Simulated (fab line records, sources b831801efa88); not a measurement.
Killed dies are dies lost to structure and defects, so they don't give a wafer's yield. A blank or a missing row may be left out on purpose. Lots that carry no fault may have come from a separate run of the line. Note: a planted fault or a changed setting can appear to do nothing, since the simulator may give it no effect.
Comparing a struck lot with a sound one || flow sfq_line || 18 out of 325 route steps
Sound: wafers L945.2, L945.3, L945.5. Struck: wafer L955.2 (left out: L955.3, a lot-mate that was not struck); the cause follows at the end.
Order at every step that has rows: each side's tool, ch and its chambers, its first start. Under that, the readings that differ: sound wafers || struck wafers || difference of the means || sigmas: that difference in standard deviations of wafers without a fault.
alike: readings with means less than 2 such deviations apart, plus words and numbers identical on both sides. not compared: withheld readings, readings lacking a value on some wafer, bounds such as >300 that could conceal the same value, and numbers that have no deviation in the record and whose values overlap.
The two part at a step that has a row with sigmas, a row that says differs or no value, or rows on one side only. When numbers do not overlap yet have no deviation, they are printed without sigmas and do not part them. Lack of a reading on every wafer of one side parts them only where that side has two or more wafers.

first, 2 steps without rows for these wafers: SFQ_TRILAYER_I4_VIA_STRIP_SOLV_CLEAN_108 (cleans in NMP, time 600 s); SFQ_TRILAYER_JJ_TRILAYER_DEP_PRE_CLEAN_113 (time 22.5 s).
SFQ_TRILAYER_JJ_TRILAYER_DEP_SPUTTER_109: material Nb, target thk 150 nm, time 100 s.
  sound on pvd_sputter-04, day 60 16:17; struck on pvd_sputter-04, day 64 23:52
  alike: throttle_valve_pct
SFQ_TRILAYER_JJ_TRILAYER_DEP_SPUTTER_110: material Al, target thk 8 nm, time 10 s.
  sound on pvd_sputter-04, day 60 16:22; struck on pvd_sputter-04, day 64 23:56
  alike: throttle_valve_pct
then, 1 step without rows for these wafers: SFQ_TRILAYER_JJ_TRILAYER_DEP_AL_OXIDATION_111 (oxidation time 600 s).
SFQ_TRILAYER_JJ_TRILAYER_DEP_SPUTTER_112: material Nb, target thk 170 nm, time 113.3 s.
  sound on pvd_sputter-04, day 60 17:23; struck on pvd_sputter-04, day 65 00:58
  alike: throttle_valve_pct
SFQ_JJ_RS_MEAS_929: uses a four-point probe to measure.
  sound on film_metro-03, day 60 17:29; struck on film_metro-03, day 65 01:03
  alike: JJ_NB_RS
then, 4 steps without rows for these wafers: SFQ_TRILAYER_JJ_CE_LITHO_COAT_119 (resist thk 62 nm); SFQ_TRILAYER_JJ_CE_LITHO_COAT_114 (resist thk 600 nm); SFQ_TRILAYER_JJ_CE_LITHO_SOFTBAKE_118; SFQ_TRILAYER_JJ_CE_LITHO_EXPOSE_115 (exposes mask J5, target cd 700 nm).
-- the record jumps here: 5 days lie between the struck wafers' starts before and after --
SFQ_TRILAYER_JJ_CE_LITHO_PEB_117: peb time 60 s.
  sound on litho_track-04 ch 0, day 65 00:59; struck on litho_track-04 ch 0, day 69 14:20
{"reading": "heater_power_total_W (W)", "sound": "79.21 79.16 79.14", "struck": 80.38, "difference": "+1.21", "sigmas": "+18"}
  alike: resist_line_temp_C
then, 1 step without rows for these wafers: SFQ_TRILAYER_JJ_CE_LITHO_DEVELOP_116 (time 60 s).
SFQ_JJ_OVL_MEAS_931:
  sound on overlay-02, day 65 01:16; struck on overlay-01, day 69 14:37
  alike: J5_OVL
SFQ_TRILAYER_JJ_CE_METRO_MEASURE_117:
  sound on cd_sem-01, day 65 01:30; struck on cd_sem-01, day 69 14:51
{"reading": "cd_nm (nm)", "sound": "700.0 699.4 699.1", "struck": 711.5, "difference": "+12.0", "sigmas": "+10"}
SFQ_TRILAYER_JJ_CE_BARC_OPEN_RIE_150: chemistry O2, target BARC, target depth 240 nm, time 80 s.
  sound on rie_metal-01 ch 0,1, day 65 02:30; struck on rie_metal-01 ch 1, day 69 15:51
{"reading": "model.JJ.cd_nm (nm)", "sound": "696.5 701.3 701.5", "struck": 712.9, "difference": "+13.1", "sigmas": ""}
  alike: drypump_motor_current_A, oes_product_au
  not compared: rf_hours_counter_h
SFQ_TRILAYER_JJ_CE_ETCH_RIE_118: chemistry SF6, target Nb, stops on Al2O3, time 97.7 s, target depth 170 nm.
  sound on rie_metal-01 ch 0,1, day 65 02:36; struck on rie_metal-01 ch 1, day 69 15:56
{"reading": "model.JJ.cd_nm (nm)", "sound": "695.7 700.8 701.1", "struck": 710.9, "difference": "+11.7", "sigmas": ""}
  alike: drypump_motor_current_A, oes_product_au
  not compared: rf_hours_counter_h
next, for these wafers, 1 step has no rows: SFQ_TRILAYER_JJ_ANODIZE_ANODIZE_119.

WHERE THEY PART
Last at SFQ_TRILAYER_JJ_CE_METRO_MEASURE_117 as far as this record goes, first at SFQ_TRILAYER_JJ_CE_LITHO_PEB_117. Later steps at which nothing parts them and some readings are alike: SFQ_TRILAYER_JJ_CE_BARC_OPEN_RIE_150, SFQ_TRILAYER_JJ_CE_ETCH_RIE_118.

WHY: what the simulator had put in
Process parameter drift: litho_track-04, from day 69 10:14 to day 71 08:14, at SFQ_TRILAYER_JJ_CE_LITHO_PEB_117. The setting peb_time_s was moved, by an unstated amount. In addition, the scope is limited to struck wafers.
